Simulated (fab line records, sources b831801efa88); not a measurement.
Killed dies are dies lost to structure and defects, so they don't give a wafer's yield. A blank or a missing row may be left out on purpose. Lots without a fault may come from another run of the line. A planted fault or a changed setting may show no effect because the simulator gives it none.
A struck lot beside a sound one | flow sky130 | 36 steps out of a route of 708
Sound: wafers L294.2, L294.4, L294.5. Struck: wafers L281.2, L281.3, L281.4. The cause comes at the end.
At each step with rows: each side's tool, then ch and its chambers, then its first start. Under that, the readings that differ: sound wafers | struck wafers | difference of the means | sigmas: that difference in standard deviations of wafers without a fault.
alike: readings whose means differ by less than 2 such deviations, and words and numbers that are the same on both sides. not compared: withheld readings, readings that some wafer has no value for, bounds like >300 that may hide the same value, and numbers for which the record gives no deviation and whose values overlap.
The two part at a step that has a row with sigmas, a row that says differs or no value, or rows on one side only. Numbers that don't overlap but have no deviation are shown without sigmas and don't part them. A reading that every wafer of one side lacks parts them only if that side has two wafers or more.

first, 10 steps without rows for these wafers: SKY_POLY_CUT_ETCH_10 (etches BARC in N2/H2, stops on SiO2, time 45.9 s, target depth 60 nm); SKY_POLY_CUT_ETCH_11 (etches Si3N4 in CF4/CH2F2/Ar, stops on poly-Si, time 42.5 s, target depth 60 nm); SKY_POLY_CUT_STRIP_12 (strips in O2/N2); SKY_SD_P_DEHYDRATE_00 (time 60 s); SKY_SD_P_HMDS_01 (prime time 60 s); SKY_SD_P_COAT_02 (resist thk 1140 nm); SKY_SD_P_SOFTBAKE_03 (time 60 s); SKY_SD_P_EXPOSE_04 (exposes mask PSDM, target cd 380 nm); SKY_SD_P_PEB_05; SKY_SD_P_DEVELOP_06 (develop time 60 s).
SKY_SD_P_IMPLANT_09:
  sound on implanter-01 ch 0, day 32 21:19; struck on implanter-01 ch 0, day 28 15:55
  reading            | sound             | struck            | difference | sigmas
  beam_on_s (s)      | 13.5 13.7 13.1    | 11.0 10.9 11.2    | -2.4       | -8
  faraday_current_uA | 12168 11922 12397 | 14813 14947 14542 | +2605      | +10
  alike: dose_ions_cm2, tilt_deg
SKY_SD_P_STRIP_10: strips in O2/N2.
  sound on plasma_asher-01 ch 0,1, day 32 21:26; struck on plasma_asher-03 ch 0,1, day 28 16:02
  reading                      | sound             | struck            | difference | sigmas
  strip_time_to_endpoint_s (s) | 17.57 17.51 17.57 | 17.15 17.14 17.11 | -0.42      | -12
  alike: drypump_motor_current_A, n2_flow_sccm, oes_product_au
  not compared: rf_hours_counter_h
SKY_SD_P_TW_MEAS_11:
  sound on film_metro-01, day 32 21:33; struck on film_metro-04, day 28 16:11
  reading | sound          | struck         | difference | sigmas
  SD_P_TW | 2839 2840 2835 | 2731 2721 2725 | -112       | -7
then, 21 steps without rows for these wafers: SKY_RES_XHIGH_DEHYDRATE_00 (time 60 s); SKY_RES_XHIGH_HMDS_01 (prime time 60 s); SKY_RES_XHIGH_COAT_02 (resist thk 1140 nm); SKY_RES_XHIGH_SOFTBAKE_03 (time 60 s); SKY_RES_XHIGH_EXPOSE_04 (exposes mask URPM, target cd 1270 nm); SKY_RES_XHIGH_PEB_05; SKY_RES_XHIGH_DEVELOP_06 (develop time 60 s); SKY_RES_XHIGH_IMPLANT_07; SKY_RES_XHIGH_STRIP_08 (strips in O2/N2); SKY_SD_N_DEHYDRATE_00 (time 60 s); SKY_SD_N_HMDS_01 (prime time 60 s); SKY_SD_N_COAT_02 (resist thk 1140 nm); SKY_SD_N_SOFTBAKE_03 (time 60 s); SKY_SD_N_EXPOSE_04 (exposes mask NSDM, target cd 380 nm); SKY_SD_N_PEB_05; SKY_SD_N_DEVELOP_06 (develop time 60 s); SKY_SD_N_IMPLANT_09; SKY_SD_N_IMPLANT_10; SKY_SD_N_STRIP_11 (strips in O2/N2); SKY_SD_N_CLEAN_13 (cleans in SC1/SC2, time 150 s); SKY_SD_N_RTA_14 (time 2 s).
-- the record jumps here: 2 days lie between the struck wafers' starts before and after --
SKY_SD_N_RS_MEAS_17: measures by four-point-probe.
  sound on film_metro-01, day 35 03:01; struck on film_metro-04, day 31 00:41
  reading          | sound             | struck            | difference | sigmas
  SD_P_RS (ohm/sq) | 146.4 146.1 145.9 | 149.8 149.9 150.2 | +3.8       | +9
-- the record jumps here: 17 days lie between the struck wafers' starts before and after (it left off in module SD_N and takes up again in module PAD_OPEN, whose first step shown is number 708 of the route) --
SKY_PAD_OPEN_PROBE_99:
  sound on prober-01, day 50 17:23; struck on prober-01, day 48 00:14
  reading                             | sound             | struck            | difference | sigmas
  model.etest.res_high_po.line_ohm_um | 753.5 764 761.2   | 866.8 854.4 825.4 | +89.3      |
  model.etest.licon_high_po.rc_ohm    | 333.4 352.6 335.5 | 438.1 458.1 446.4 | +107.0     |
  model.etest.res_pdiff.line_ohm_um   | 1357 1375 1364    | 1458 1456 1426    | +81        |
  model.etest.res_high_po.rs_ohm_sq   | 263.9 265.8 259.2 | 301.9 304.8 298.6 | +38.8      |
  model.etest.licon_pdiff.rc_ohm      | 588.2 567.2 595.1 | 596.7 604.6 614.5 | +21.8      |
  model.etest.res_pdiff_hv.rs_ohm_sq  | 188.8 189 187.6   | 201.8 202.8 203.3 | +14.2      |
  model.etest.res_pdiff.rs_ohm_sq     | 193.4 195.3 194.1 | 207.7 210.2 206.3 | +13.8      |
  alike: killed_at_M0_to_M3, killed_at_M4_up, killed_at_contacts, killed_at_front_end, killed_at_other, killed_dies, killed_open, killed_short

WHERE THEY PART
First at SKY_SD_P_IMPLANT_09; last, within this record, at SKY_SD_N_RS_MEAS_17. Later steps at which nothing parts them and some readings are alike: SKY_PAD_OPEN_PROBE_99.

WHY: what the simulator had put in
Process parameter drift: implanter-01, from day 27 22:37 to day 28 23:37, at SKY_SD_P_IMPLANT_09. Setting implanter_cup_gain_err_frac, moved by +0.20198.
